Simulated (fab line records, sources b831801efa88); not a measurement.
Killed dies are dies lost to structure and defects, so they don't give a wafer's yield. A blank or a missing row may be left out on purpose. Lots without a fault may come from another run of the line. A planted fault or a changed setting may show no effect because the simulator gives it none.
Problem report in the 8D (eight disciplines) form, filled by code | flow sky130 | the parts of the form that need people (team, actions taken, sign-off) are left out

1. THE PROBLEM
run_length_s at SKY_METAL1_SOFTBAKE_11 reads a mean of 115.53 s on 4 wafers of 2 lots; wafers without a fault read 119.17 s with a standard deviation of 0.28. That is -13 standard deviations from the usual mean.
The step: time 90 s.
First seen on wafer L933.3, day 37 18:00, on litho_track-03. The record holds 36 wafers of 12 lots with a number at this step. Rule for "out", or "out of limits": more than 4 standard deviations from the usual mean. The other wafers with a number count as sound.

2. WHAT IT IS AND WHAT IT IS NOT
question                    | is                                 | is not
which readings at this step | run_length_s, heater_power_total_W | -
which lots                  | L933, L934                         | L915, L919, L920, L921, L922, L925, L929, L935, L937, L938
which wafers of those lots  | L933.3, L933.4, L934.1, L934.3     | L933.2, L934.5
read on which tools         | litho_track-03                     | litho_track-02, litho_track-04
when                        | from day 37 18:00                  | up to then (22 sound wafers); but 10 sound wafers of L934, L935, L937, L938 came after

3. SUSPECTS, AND WHAT RULES EACH OUT
Counting: a tool at a process step up to the reading stays a suspect if it ran every lot that is out. Sound lots after the first of them don't rule it out here, since some wafers of a struck lot are sound.
- pvd_sputter-01 at SKY_METAL1_SPUTTER_03 (material Ti, target thk 5 nm, time 3.3 s): kept. It ran every lot that is out, first L933 (day 37 06:03); its last sound lot up to then is L929 (day 36 01:25).
- litho_track-03 at SKY_METAL1_SOFTBAKE_11 (time 90 s): kept. It ran every lot that is out, first L933 (day 37 18:00); its last sound lot up to then is L925 (day 35 15:00). Its own readings are out on those wafers: heater_power_total_W, run_length_s.
Left after counting: pvd_sputter-01 at SKY_METAL1_SPUTTER_03, litho_track-03 at SKY_METAL1_SOFTBAKE_11.

4. THE CAUSE (what the simulator had put in)
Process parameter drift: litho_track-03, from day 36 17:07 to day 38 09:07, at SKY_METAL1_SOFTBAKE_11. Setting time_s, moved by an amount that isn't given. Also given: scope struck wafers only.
Counting left 2 suspects, and this tool is among them.

5. THE CHAIN OF EFFECTS, in route order
Each row: a reading whose mean over the struck wafers that have a number lies more than 3 standard deviations from the usual. Only readings for which the record gives a usual standard deviation are gone through. hours: the time from each lot's start at the first step in this table that gives one to its start at this step, as a median over the lots. sigmas: the change in usual standard deviations.
hours | step                   | reading              | usual    | on struck wafers | change | sigmas
0     | SKY_METAL1_SOFTBAKE_11 | heater_power_total_W | 57.36 W  | 58.24            | +0.88  | +7.4
0     | SKY_METAL1_SOFTBAKE_11 | run_length_s         | 119.17 s | 115.53           | -3.64  | -13
The process steps in it:
- SKY_METAL1_SOFTBAKE_11: time 90 s.

6. WHAT WOULD HAVE CAUGHT IT SOONER
In this record the first reading out of limits was taken at day 37 18:00, 25 hours after the fault began at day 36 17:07.
